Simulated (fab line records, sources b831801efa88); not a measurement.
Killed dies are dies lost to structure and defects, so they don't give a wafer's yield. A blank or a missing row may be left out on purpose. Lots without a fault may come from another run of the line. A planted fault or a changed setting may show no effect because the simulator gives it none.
Which tool did it? | flow gf180mcu | 24 lots, 72 wafers sampled, at 6 steps of a route of 602

WHAT THE GAUGES READ, wafer by wafer
GF_M2_OVL_MEAS_15. Usual: M2_OVL -4 nm, standard deviation 5.1.
lot  | measured     | on         | M2_OVL (nm) | flag
L074 | day 18 23:39 | overlay-01 | 8 7 2       |
L075 | day 19 06:27 | overlay-02 | 0 -5 -1     |
L076 | day 19 17:46 | overlay-01 | -5 -4 0     |
L077 | day 20 03:11 | overlay-01 | -12 -12 0   |
L078 | day 20 19:21 | overlay-01 | -4 -3 5     |
L079 | day 21 03:10 | overlay-02 | -3 -3 -7    |
L080 | day 21 10:56 | overlay-01 | -2 -1 -2    |
L081 | day 21 19:01 | overlay-02 | -5 -7 0     |
L082 | day 22 02:56 | overlay-01 | 2 3 -6      |
L083 | day 22 11:20 | overlay-01 | 4 0 -6      |
L084 | day 22 19:32 | overlay-02 | -14 -12 -11 |
L085 | day 23 09:53 | overlay-02 | 2 -5 -6     |
L086 | day 23 14:05 | overlay-01 | 1 -8 -8     |
L087 | day 23 19:21 | overlay-02 | -2 -2 -9    |
L088 | day 24 09:11 | overlay-02 | -2 -4 4     |
L090 | day 25 00:20 | overlay-01 | 0 -2 -6     |
L089 | day 25 01:37 | overlay-01 | -7 -1 0     |
L091 | day 25 14:15 | overlay-01 | -10 -17 -10 |
L092 | day 25 16:40 | overlay-02 | -3 -6 -8    |
L093 | day 26 00:01 | overlay-02 | -7 -3 -9    |
L094 | day 26 07:07 | overlay-01 | -6 -3 -11   |
L095 | day 26 08:16 | overlay-02 | -4 -6 -7    |
L096 | day 26 20:28 | overlay-01 | 1 -10 2     |
L097 | day 26 23:07 | overlay-01 | -8 -7 -13   |

GF_V2_RS_MEAS_24: measures by four-point-probe. Usual: V2_W_RS 0.329 ohm/sq, standard deviation 0.0064.
lot  | measured     | on            | V2_W_RS (ohm/sq)  | flag
L074 | day 20 02:27 | film_metro-02 | 0.335 0.334 0.324 |
L075 | day 20 08:49 | film_metro-04 | 0.320 0.321 0.335 |
L076 | day 20 19:55 | film_metro-04 | 0.324 0.323 0.325 |
L077 | day 21 06:09 | film_metro-02 | 0.333 0.329 0.317 |
L078 | day 21 21:10 | film_metro-04 | 0.337 0.336 0.319 |
L079 | day 22 04:55 | film_metro-01 | 0.342 0.325 0.346 |
L080 | day 22 12:49 | film_metro-02 | 0.334 0.319 0.331 |
L081 | day 22 20:34 | film_metro-04 | 0.338 0.327 0.342 |
L082 | day 23 04:46 | film_metro-02 | 0.326 0.327 0.333 |
L083 | day 23 12:51 | film_metro-01 | 0.330 0.328 0.331 |
L084 | day 23 21:54 | film_metro-02 | 0.325 0.324 0.340 |
L085 | day 24 10:40 | film_metro-04 | 0.325 0.325 0.326 |
L086 | day 24 15:08 | film_metro-01 | 0.327 0.327 0.329 |
L087 | day 24 20:04 | film_metro-01 | 0.326 0.326 0.326 |
L088 | day 25 08:44 | film_metro-04 | 0.325 0.325 0.340 |
L090 | day 26 01:03 | film_metro-04 | 0.333 0.328 0.329 |
L089 | day 26 01:25 | film_metro-02 | 0.326 0.325 0.326 |
L091 | day 26 13:38 | film_metro-02 | 0.327 0.341 0.322 |
L092 | day 26 16:08 | film_metro-04 | 0.339 0.332 0.319 |
L093 | day 26 23:23 | film_metro-04 | 0.324 0.329 0.341 |
L094 | day 27 06:22 | film_metro-04 | 0.328 0.328 0.329 |
L095 | day 27 06:52 | film_metro-02 | 0.338 0.329 0.338 |
L096 | day 27 19:32 | film_metro-02 | 0.326 0.338 0.328 |
L097 | day 27 22:02 | film_metro-04 | 0.327 0.325 0.325 |

GF_V3_THK_MEAS_25: measures by xrf. Usual: V3_W_THK 348 nm, standard deviation 4.6.
lot  | measured     | on            | V3_W_THK (nm) | flag
L074 | day 22 04:43 | film_metro-02 | 345 351 350   |
L075 | day 22 11:14 | film_metro-02 | 348 351 352   |
L076 | day 22 21:37 | film_metro-03 | 345 348 349   |
L077 | day 23 06:59 | film_metro-03 | 340 345 341   |
L078 | day 23 22:44 | film_metro-01 | 349 347 351   |
L079 | day 24 05:58 | film_metro-01 | 338 335 341   |
L080 | day 24 13:36 | film_metro-01 | 348 354 349   |
L081 | day 24 21:27 | film_metro-03 | 347 344 346   |
L082 | day 25 05:08 | film_metro-03 | 345 347 354   |
L083 | day 25 11:27 | film_metro-03 | 354 352 351   |
L084 | day 25 23:29 | film_metro-02 | 349 348 350   |
L085 | day 26 08:04 | film_metro-03 | 342 343 342   |
L086 | day 26 12:59 | film_metro-01 | 355 349 349   |
L087 | day 26 20:43 | film_metro-02 | 343 348 348   |
L088 | day 27 05:40 | film_metro-03 | 348 350 355   |
L090 | day 27 21:21 | film_metro-01 | 348 346 350   |
L089 | day 27 22:36 | film_metro-02 | 349 347 345   |
L091 | day 28 09:56 | film_metro-01 | 355 357 359   |
L092 | day 28 11:37 | film_metro-02 | 350 343 345   |
L093 | day 28 18:22 | film_metro-03 | 351 355 351   |
L094 | day 29 01:31 | film_metro-02 | 345 342 347   |
L095 | day 29 01:47 | film_metro-01 | 348 354 346   |
L096 | day 29 13:22 | film_metro-03 | 355 356 354   |
L097 | day 29 15:29 | film_metro-03 | 347 348 351   |

GF_M4_OVL_MEAS_15. Usual: M4_OVL -4 nm, standard deviation 5.
lot  | measured     | on         | M4_OVL (nm) | flag
L074 | day 23 04:06 | overlay-01 | -4 3 0      |
L075 | day 23 10:59 | overlay-02 | -1 3 -8     |
L076 | day 23 21:25 | overlay-01 | 0 3 5       |
L077 | day 24 06:00 | overlay-01 | -10 1 -5    |
L078 | day 24 21:26 | overlay-01 | -6 -4 0     |
L079 | day 25 04:04 | overlay-02 | -2 -4 -4    |
L080 | day 25 11:22 | overlay-01 | -2 -9 -4    |
L081 | day 25 22:32 | overlay-01 | -16 -10 -9  |
L082 | day 26 03:13 | overlay-02 | -14 -9 -12  |
L083 | day 26 09:07 | overlay-01 | -4 -1 0     |
L084 | day 26 21:03 | overlay-02 | -6 -1 0     |
L085 | day 27 05:34 | overlay-02 | 0 -1 -10    |
L086 | day 27 10:07 | overlay-02 | -8 -9 -1    |
L087 | day 27 17:21 | overlay-02 | -5 -1 7     |
L088 | day 28 01:49 | overlay-02 | -1 -2 -8    |
L090 | day 29 07:58 | overlay-01 | -4 -3 -14   |
L089 | day 28 18:37 | overlay-01 | -1 0 -4     |
L091 | day 29 05:40 | overlay-02 | -12 -20 -16 |
L092 | day 29 07:16 | overlay-02 | -4 -2 -6    |
L093 | day 29 14:04 | overlay-02 | -8 -7 -7    |
L094 | day 29 21:04 | overlay-01 | -3 -2 -7    |
L095 | day 29 21:41 | overlay-02 | -8 -15 -4   |
L096 | day 30 08:02 | overlay-01 | -4 1 -1     |
L097 | day 30 10:28 | overlay-01 | -9 -5 -4    |

WHICH TOOL RAN EACH LOT (tool, then ch and the chambers of the sampled wafers, then the start)
lot  | GF_V2_STRIP_18                       | GF_V2_SPUTTER_22
L074 | plasma_asher-01 ch 1, day 20 01:41   | pvd_sputter-02, day 20 02:17
L075 | plasma_asher-01 ch 0, day 20 08:04   | pvd_sputter-02, day 20 08:39
L076 | plasma_asher-01 ch 0,1, day 20 19:10 | pvd_sputter-04, day 20 19:45
L077 | plasma_asher-04 ch 1, day 21 05:21   | pvd_sputter-02, day 21 05:59
L078 | plasma_asher-01 ch 0,1, day 21 20:20 | pvd_sputter-04, day 21 21:00
L079 | plasma_asher-02 ch 0,1, day 22 04:07 | pvd_sputter-01, day 22 04:46
L080 | plasma_asher-01 ch 0,1, day 22 12:02 | pvd_sputter-02, day 22 12:40
L081 | plasma_asher-02 ch 0,1, day 22 19:49 | pvd_sputter-02, day 22 20:25
L082 | plasma_asher-02 ch 0,1, day 23 03:55 | pvd_sputter-04, day 23 04:37
L083 | plasma_asher-01 ch 0,1, day 23 12:06 | pvd_sputter-04, day 23 12:41
L084 | plasma_asher-02 ch 0,1, day 23 21:04 | pvd_sputter-04, day 23 21:43
L085 | plasma_asher-01 ch 0,1, day 24 09:54 | pvd_sputter-04, day 24 10:29
L086 | plasma_asher-01 ch 0,1, day 24 14:18 | pvd_sputter-04, day 24 14:58
L087 | plasma_asher-02 ch 0,1, day 24 19:18 | pvd_sputter-02, day 24 19:53
L088 | plasma_asher-02 ch 1, day 25 07:59   | pvd_sputter-02, day 25 08:35
L090 | plasma_asher-04 ch 0,1, day 26 00:18 | pvd_sputter-02, day 26 00:54
L089 | plasma_asher-01 ch 1, day 26 00:38   | pvd_sputter-01, day 26 01:15
L091 | plasma_asher-01 ch 0,1, day 26 12:50 | pvd_sputter-02, day 26 13:27
L092 | plasma_asher-04 ch 0,1, day 26 15:22 | pvd_sputter-02, day 26 15:59
L093 | plasma_asher-02 ch 0,1, day 26 22:38 | pvd_sputter-04, day 26 23:14
L094 | plasma_asher-04 ch 0,1, day 27 05:37 | pvd_sputter-02, day 27 06:13
L095 | plasma_asher-01 ch 0,1, day 27 06:05 | pvd_sputter-01, day 27 06:43
L096 | plasma_asher-04 ch 1, day 27 18:48   | pvd_sputter-04, day 27 19:23
L097 | plasma_asher-04 ch 0,1, day 27 21:16 | pvd_sputter-01, day 27 21:53
- GF_V2_STRIP_18: strips in O2/N2.
- GF_V2_SPUTTER_22: material TiN, target thk 10 nm, time 40 s.

WHAT THE TOOLS THEMSELVES READ (means of the sampled wafers that have a number; where no wafer has one, the mark that the record gives instead)
GF_V2_STRIP_18. Usual: drypump_motor_current_A 5.92 A, standard deviation 0.28; heater_power_w 330 W, standard deviation 49; n2_flow_sccm 300.0 sccm, standard deviation 0.85; oes_product_au 0.593 a.u., standard deviation 0.0051.
lot  | tool            | drypump_motor_current_A (A) | heater_power_w (W) | n2_flow_sccm (sccm) | oes_product_au (a.u.) | flag
L074 | plasma_asher-01 | 6.11                        | 273                | 301.7               | 0.598                 |
L075 | plasma_asher-01 | 6.11                        | 338                | 299.5               | 0.594                 |
L076 | plasma_asher-01 | 6.11                        | 312                | 300.2               | 0.595                 |
L077 | plasma_asher-04 | 5.91                        | 296                | 299.8               | 0.593                 |
L078 | plasma_asher-01 | 6.10                        | 310                | 299.7               | 0.593                 |
L079 | plasma_asher-02 | 5.85                        | 338                | 300.1               | 0.592                 |
L080 | plasma_asher-01 | 6.11                        | 313                | 299.9               | 0.587                 |
L081 | plasma_asher-02 | 5.84                        | 342                | 300.0               | 0.593                 |
L082 | plasma_asher-02 | 5.53                        | 354                | 299.9               | 0.592                 |
L083 | plasma_asher-01 | 6.11                        | 295                | 301.0               | 0.593                 |
L084 | plasma_asher-02 | 5.78                        | 338                | 299.9               | 0.596                 |
L085 | plasma_asher-01 | 6.09                        | 290                | 299.9               | 0.594                 |
L086 | plasma_asher-01 | 6.11                        | 313                | 299.4               | 0.598                 |
L087 | plasma_asher-02 | 5.58                        | 348                | 301.1               | 0.589                 |
L088 | plasma_asher-02 | 5.30                        | 368                | 300.1               | 0.592                 |
L090 | plasma_asher-04 | 5.88                        | 344                | 299.9               | 0.594                 |
L089 | plasma_asher-01 | 6.09                        | 274                | 299.5               | 0.592                 |
L091 | plasma_asher-01 | 6.11                        | 294                | 301.3               | 0.595                 |
L092 | plasma_asher-04 | 5.82                        | 382                | 299.7               | 0.589                 |
L093 | plasma_asher-02 | 5.56                        | 351                | 300.6               | 0.595                 |
L094 | plasma_asher-04 | 5.86                        | 343                | 299.1               | 0.594                 |
L095 | plasma_asher-01 | 6.10                        | 316                | 299.7               | 0.596                 |
L096 | plasma_asher-04 | 5.93                        | 291                | 300.0               | 0.596                 |
L097 | plasma_asher-04 | 5.81                        | 389                | 300.0               | 0.595                 |

GF_V2_SPUTTER_22. Usual: throttle_valve_pct 29.9 %, standard deviation 1.1.
lot  | tool           | throttle_valve_pct (%) | flag
L074 | pvd_sputter-02 | 30.5                   |
L075 | pvd_sputter-02 | 30.8                   |
L076 | pvd_sputter-04 | 29.3                   |
L077 | pvd_sputter-02 | 30.5                   |
L078 | pvd_sputter-04 | 29.5                   |
L079 | pvd_sputter-01 | 30.1                   |
L080 | pvd_sputter-02 | 30.5                   |
L081 | pvd_sputter-02 | 30.6                   |
L082 | pvd_sputter-04 | 29.8                   |
L083 | pvd_sputter-04 | 29.2                   |
L084 | pvd_sputter-04 | 29.1                   |
L085 | pvd_sputter-04 | 29.5                   |
L086 | pvd_sputter-04 | 29.4                   |
L087 | pvd_sputter-02 | 30.7                   |
L088 | pvd_sputter-02 | 31.3                   |
L090 | pvd_sputter-02 | 29.5                   |
L089 | pvd_sputter-01 | 30.1                   |
L091 | pvd_sputter-02 | 29.5                   |
L092 | pvd_sputter-02 | 29.4                   |
L093 | pvd_sputter-04 | 28.7                   |
L094 | pvd_sputter-02 | 30.3                   |
L095 | pvd_sputter-01 | 30.0                   |
L096 | pvd_sputter-04 | 29.2                   |
L097 | pvd_sputter-01 | 30.1                   |

THE ANSWER, worked out from the rows above alone
Rule: a lot is off if the mean of its wafers that have a number lies more than 3 standard deviations from the usual mean. A lot without any number at a reading at which 4 lots or more have one is off too. The other lots that the step has rows for count as sound. The gauges are gone through in route order, then the tools' own readings, and for those a lot's mean is taken as printed above. The first step at which some lot is off is used, and at that step the reading that is off furthest; a lot without a number counts as furthest.
No lot is off at any reading shown: from this, nothing can be told.

WHAT THE SIMULATOR HAD PUT IN
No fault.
